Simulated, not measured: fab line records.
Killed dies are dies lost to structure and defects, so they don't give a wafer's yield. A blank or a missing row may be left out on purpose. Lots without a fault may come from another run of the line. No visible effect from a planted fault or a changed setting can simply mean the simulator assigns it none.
fab line records | flow sky130
record: lots: 6 | wafers: 18 | last-day: 50
route steps=708 shown FIELD_ISO@1 PAD_OPEN@708
lots with no fault: from the same line, run without faults
start-h: hours from the record's first day to the start of the lot's first wafer shown | wait-h: how many hours have passed since the lot's step before this one | " identical to the entry in the row above | L1.1+2: one row covering several wafers at once | - value missing, or start not given | * or withheld: withheld | < > ~ a bound
route shown NAME@n: a module of which the file shows steps, and the number in the route of the first | usual: the fault-free wafers' mean and standard deviation | same: alike in all rows | chamber/n: place in a boat | sites: the reading at each site | _std_site: standard deviation across them | _edge_site: outer sites' mean less inner sites' | radius-mm: for every site, how far away it sits from the centre of the wafer | mask NAME#n: copy n | behind: the tool/chamber that last shaped the wafer | hold: why the lot was held/for how many hours/how that ended | device: which transistor (n, p or np) failed to switch | end of line: the same wafers' tests at the end of the route | for a step that has no rows: nothing shown but its recipe | killed: dies lost to structure and defects at the first sort, not the wafer's yield | map: per-die view of a wafer (x killed, . not killed, _ where there is no die)
set.NAME: the setting that was run; set.NAME@STEP: the one run at that earlier step | model.NAME: the simulator's own value behind a step, which no gauge read
lots at selected steps of the route; one table per step, one row per wafer
== steps ==
step: SKY_FIELD_ISO_BOW_MEAS_00
recipe: mode: bow
usual: INCOMING_BOW: 0/6.3
lot.wafer | tool          | chamber | start-h | wait-h | INCOMING_BOW[um]
L242.2    | film-metro-04 | -       | 65.02   | -      | -8
L242.4    | "             | -       | "       | "      | 0
L242.6    | "             | -       | "       | "      | 3
L243.2    | film-metro-02 | -       | 70.02   | -      | 2
L243.5    | "             | -       | "       | "      | 5
L243.6    | "             | -       | "       | "      | 1
L246.1    | film-metro-02 | -       | 85.00   | -      | 7
L246.4    | "             | -       | "       | "      | 0
L246.6    | "             | -       | "       | "      | -1
L247.4    | film-metro-04 | -       | 90.06   | -      | -4
L247.5    | "             | -       | "       | "      | -4
L247.6    | "             | -       | "       | "      | -1
L251.2    | film-metro-04 | -       | 110.02  | -      | -4
L251.4    | "             | -       | "       | "      | -8
L251.5    | "             | -       | "       | "      | 2
L254.1    | film-metro-02 | -       | 125.00  | -      | 1
L254.3    | "             | -       | "       | "      | -10
L254.5    | "             | -       | "       | "      | -12
step: SKY_FIELD_ISO_OXIDATION_01
recipe: temp-c: 900 | ambient: O2 | stabilise-s: 600 | purge-s: 300 | target-thk-a: 120 | ox-time-s: 1843
step: SKY_FIELD_ISO_THK_MEAS_02
recipe: reads: SiO2_of_FIELD_ISO_OXIDATION_01
usual: FIELD_ISO_OXIDATION_00_THK: 12.13/0.21
lot.wafer | tool          | chamber | start-h | wait-h | FIELD_ISO_OXIDATION_00_THK[nm]
L242.2    | film-metro-04 | -       | 68.92   | 0.0    | 15.34
L242.4    | "             | -       | "       | "      | 15.45
L242.6    | "             | -       | "       | "      | 15.57
L243.2    | film-metro-04 | -       | 73.25   | 0.0    | 15.31
L243.5    | "             | -       | "       | "      | 15.27
L243.6    | "             | -       | "       | "      | 15.22
L246.1    | film-metro-02 | -       | 86.98   | 0.0    | 12.10
L246.4    | "             | -       | "       | "      | 11.94
L246.6    | "             | -       | "       | "      | 12.02
L247.4    | film-metro-02 | -       | 91.66   | 0.0    | 12.48
L247.5    | "             | -       | "       | "      | 12.39
L247.6    | "             | -       | "       | "      | 12.47
L251.2    | film-metro-03 | -       | 113.26  | 0.0    | 12.29
L251.4    | "             | -       | "       | "      | 12.39
L251.5    | "             | -       | "       | "      | 12.54
L254.1    | film-metro-03 | -       | 126.63  | 0.0    | 12.01
L254.3    | "             | -       | "       | "      | 11.95
L254.5    | "             | -       | "       | "      | 12.03
step: SKY_FIELD_ISO_CVD_03
recipe: material: Si3N4 | precursor: DCS/NH3 | target-thk-nm: 165 | temp-c: 770 | time-s: 2830 | pressure-mtorr: 250
step: SKY_PAD_OPEN_PROBE_99
usual: killed_at_M0_to_M3: 43/6.5 | killed_at_M4_up: 3.2/1.8 | killed-at-contacts: 24/5.2 | killed-at-front-end: 15/4 | killed-at-other: 0.4/0.69 | killed-dies: 86/8.7 | killed-open: 47/7 | killed-short: 39/5.7
same: gross-dies: 492 | killed-at-back-side: 0
lot.wafer | tool      | chamber | start-h | wait-h | killed_at_M0_to_M3 | killed_at_M4_up | killed-at-contacts | killed-at-front-end | killed-at-other | killed-dies | killed-open | killed-short
L242.2    | prober-01 | -       | 1144.82 | 0.1    | 49                 | 4               | 25                 | 14                  | 0               | 92          | 45          | 47
L242.4    | prober-01 | -       | 1144.92 | 0.2    | 34                 | 5               | 23                 | 21                  | 0               | 83          | 38          | 44
L242.6    | prober-01 | -       | 1145.02 | 0.2    | 38                 | 4               | 28                 | 16                  | 0               | 86          | 48          | 37
L243.2    | prober-02 | -       | 1146.32 | 0.1    | 46                 | 1               | 13                 | 21                  | 0               | 81          | 42          | 38
L243.5    | prober-02 | -       | 1146.47 | 0.2    | 38                 | 7               | 24                 | 18                  | 0               | 87          | 44          | 43
L243.6    | prober-02 | -       | 1146.52 | 0.2    | 42                 | 2               | 22                 | 14                  | 1               | 81          | 50          | 31
L246.1    | prober-02 | -       | 1155.11 | 0.1    | 50                 | 3               | 23                 | 17                  | 1               | 94          | 47          | 47
L246.4    | prober-02 | -       | 1155.26 | 0.2    | 27                 | 3               | 16                 | 21                  | 0               | 67          | 32          | 35
L246.6    | prober-02 | -       | 1155.36 | 0.2    | 41                 | 4               | 29                 | 19                  | 0               | 93          | 41          | 52
L247.4    | prober-02 | -       | 1167.36 | 0.2    | 46                 | 5               | 23                 | 13                  | 0               | 87          | 49          | 38
L247.5    | prober-02 | -       | 1167.41 | 0.2    | 38                 | 2               | 21                 | 11                  | 1               | 73          | 38          | 35
L247.6    | prober-02 | -       | 1167.46 | 0.2    | 55                 | 1               | 15                 | 12                  | 0               | 83          | 48          | 35
L251.2    | prober-02 | -       | 1184.56 | 0.1    | 42                 | 3               | 26                 | 19                  | 2               | 92          | 52          | 39
L251.4    | prober-02 | -       | 1184.66 | 0.2    | 53                 | 3               | 20                 | 12                  | 1               | 89          | 57          | 32
L251.5    | prober-02 | -       | 1184.71 | 0.2    | 48                 | 4               | 30                 | 19                  | 0               | 101         | 50          | 51
L254.1    | prober-01 | -       | 1198.26 | 0.1    | 45                 | 3               | 21                 | 13                  | 0               | 82          | 38          | 44
L254.3    | prober-01 | -       | 1198.36 | 0.2    | 50                 | 5               | 21                 | 18                  | 0               | 94          | 50          | 44
L254.5    | prober-01 | -       | 1198.46 | 0.2    | 38                 | 5               | 20                 | 18                  | 0               | 81          | 44          | 37
killed by level:class
L242.2 VIA1:geometric-particle:open=10 VIA3:geometric-particle:open=8 LOCAL_INTERCONNECT:geometric-particle:short=7 LI_CONTACT:geometric-particle:open=6 CONTACT:geometric-particle:short=6 METAL1:geometric-particle:short=6 VIA2:geometric-particle:open=6 FIELD_ISO:geometric-particle:open=5
L242.4 VIA1:geometric-particle:open=8 POLY_GATE:geometric-particle:short=7 METAL1:geometric-particle:short=7 LOCAL_INTERCONNECT:geometric-particle:short=7 CONTACT:geometric-particle:open=7 VIA3:geometric-particle:open=7 FIELD_ISO:geometric-particle:short=5 METAL4:geometric-particle:short=4
L242.6 VIA1:geometric-particle:short=8 VIA1:geometric-particle:open=8 LI_CONTACT:geometric-particle:open=7 LOCAL_INTERCONNECT:geometric-particle:short=6 CONTACT:geometric-particle:open=6 VIA3:geometric-particle:open=6 POLY_GATE:geometric-particle:open=5 VIA2:geometric-particle:open=5
L243.2 METAL1:geometric-particle:short=10 VIA3:geometric-particle:open=10 FIELD_ISO:geometric-particle:open=6 VIA1:geometric-particle:open=6 METAL2:geometric-particle:short=5 POLY_GATE:geometric-particle:open=4 POLY_GATE:geometric-particle:short=4 LI_CONTACT:geometric-particle:open=4
L243.5 VIA1:geometric-particle:short=8 LI_CONTACT:geometric-particle:open=8 VIA1:geometric-particle:open=8 POLY_GATE:geometric-particle:short=7 VIA3:geometric-particle:open=6 METAL1:geometric-particle:short=5 CONTACT:geometric-particle:short=4 CONTACT:geometric-particle:open=4
L243.6 VIA1:geometric-particle:open=12 VIA3:geometric-particle:open=7 LOCAL_INTERCONNECT:geometric-particle:short=6 CONTACT:geometric-particle:open=6 VIA2:geometric-particle:open=6 POLY_GATE:geometric-particle:short=4 LI_CONTACT:geometric-particle:open=4 METAL1:geometric-particle:short=4
L246.1 VIA1:geometric-particle:open=16 METAL2:geometric-particle:short=8 LOCAL_INTERCONNECT:geometric-particle:short=7 CONTACT:geometric-particle:open=7 VIA3:geometric-particle:open=6 FIELD_ISO:geometric-particle:open=5 FIELD_ISO:geometric-particle:short=5 METAL1:geometric-particle:short=5
L246.4 LI_CONTACT:geometric-particle:open=8 FIELD_ISO:geometric-particle:open=6 FIELD_ISO:geometric-particle:short=6 METAL2:geometric-particle:short=5 POLY_GATE:geometric-particle:short=4 METAL1:geometric-particle:short=4 VIA3:geometric-particle:open=4 VIA2:geometric-particle:short=3
L246.6 CONTACT:geometric-particle:open=8 METAL1:geometric-particle:short=8 LOCAL_INTERCONNECT:geometric-particle:short=7 FIELD_ISO:geometric-particle:short=6 LI_CONTACT:geometric-particle:short=6 METAL2:geometric-particle:short=6 VIA2:geometric-particle:open=6 POLY_GATE:geometric-particle:short=5
L247.4 METAL2:geometric-particle:short=9 VIA2:geometric-particle:open=8 LI_CONTACT:geometric-particle:open=7 VIA1:geometric-particle:open=7 CONTACT:geometric-particle:open=7 VIA2:geometric-particle:short=6 CONTACT:geometric-particle:short=5 FIELD_ISO:geometric-particle:open=4
L247.5 VIA1:geometric-particle:open=9 VIA2:geometric-particle:open=6 LI_CONTACT:geometric-particle:open=5 CONTACT:geometric-particle:short=5 METAL1:geometric-particle:short=5 LI_CONTACT:geometric-particle:short=4 CONTACT:geometric-particle:open=4 METAL2:geometric-particle:short=4
L247.6 VIA1:geometric-particle:open=12 METAL1:geometric-particle:short=9 VIA3:geometric-particle:open=9 VIA2:geometric-particle:open=9 METAL2:geometric-particle:short=4 LI_CONTACT:geometric-particle:open=4 LOCAL_INTERCONNECT:geometric-particle:short=4 CONTACT:geometric-particle:open=4
L251.2 LI_CONTACT:geometric-particle:open=10 VIA1:geometric-particle:open=8 VIA2:geometric-particle:open=8 FIELD_ISO:geometric-particle:open=6 CONTACT:geometric-particle:short=6 VIA1:geometric-particle:short=6 FIELD_ISO:geometric-particle:short=5 CONTACT:geometric-particle:open=5
L251.4 VIA2:geometric-particle:open=12 VIA3:geometric-particle:open=10 METAL1:geometric-particle:short=8 VIA1:geometric-particle:open=8 LI_CONTACT:geometric-particle:open=7 CONTACT:geometric-particle:open=7 POLY_GATE:geometric-particle:open=4 METAL1:geometric-particle:open=3
L251.5 CONTACT:geometric-particle:open=15 VIA3:geometric-particle:open=12 POLY_GATE:geometric-particle:open=6 METAL2:geometric-particle:short=6 METAL3:geometric-particle:short=6 VIA1:geometric-particle:short=5 POLY_GATE:geometric-particle:short=5 LI_CONTACT:geometric-particle:open=5
L254.1 VIA1:geometric-particle:open=9 METAL2:geometric-particle:short=9 METAL1:geometric-particle:short=8 CONTACT:geometric-particle:open=6 CONTACT:geometric-particle:short=6 FIELD_ISO:geometric-particle:open=5 POLY_GATE:geometric-particle:short=5 VIA3:geometric-particle:open=5
L254.3 VIA1:geometric-particle:open=15 CONTACT:geometric-particle:open=9 FIELD_ISO:geometric-particle:short=8 LI_CONTACT:geometric-particle:open=8 VIA1:geometric-particle:short=7 POLY_GATE:geometric-particle:open=5 METAL1:geometric-particle:short=5 METAL2:geometric-particle:short=5
L254.5 CONTACT:geometric-particle:open=9 VIA1:geometric-particle:open=9 METAL2:geometric-particle:short=8 VIA3:geometric-particle:open=8 FIELD_ISO:geometric-particle:open=5 POLY_GATE:geometric-particle:short=4 POLY_GATE:geometric-particle:open=4 CONTACT:geometric-particle:short=4
== key ==
first-sign: step: SKY_FIELD_ISO_THK_MEAS_02 | reading: FIELD_ISO_OXIDATION_00_THK | direction: up | sigmas: 16 | usual: 12.13 | struck: 15.36
effect none on later readings
met-at SKY_FIELD_ISO_THK_MEAS_02
struck-wafers L242.2,L242.4,L242.6,L243.2,L243.5,L243.6
tester-left-out L242,L243
fault: kind: metrology-matching-offset | tool: film-metro-04 | chamber: - | onset-h: 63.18 | steps: SKY_FIELD_ISO_THK_MEAS_02 | param: thk-nm | offset: 3.425
tester-left-out: of these lots the tester's yield and bins aren't shown, on N5 and GAA mostly nor the transistor test; their killed dies are dies lost to structure and defects alone, not to doping, threshold or leakage, so they don't give the yield
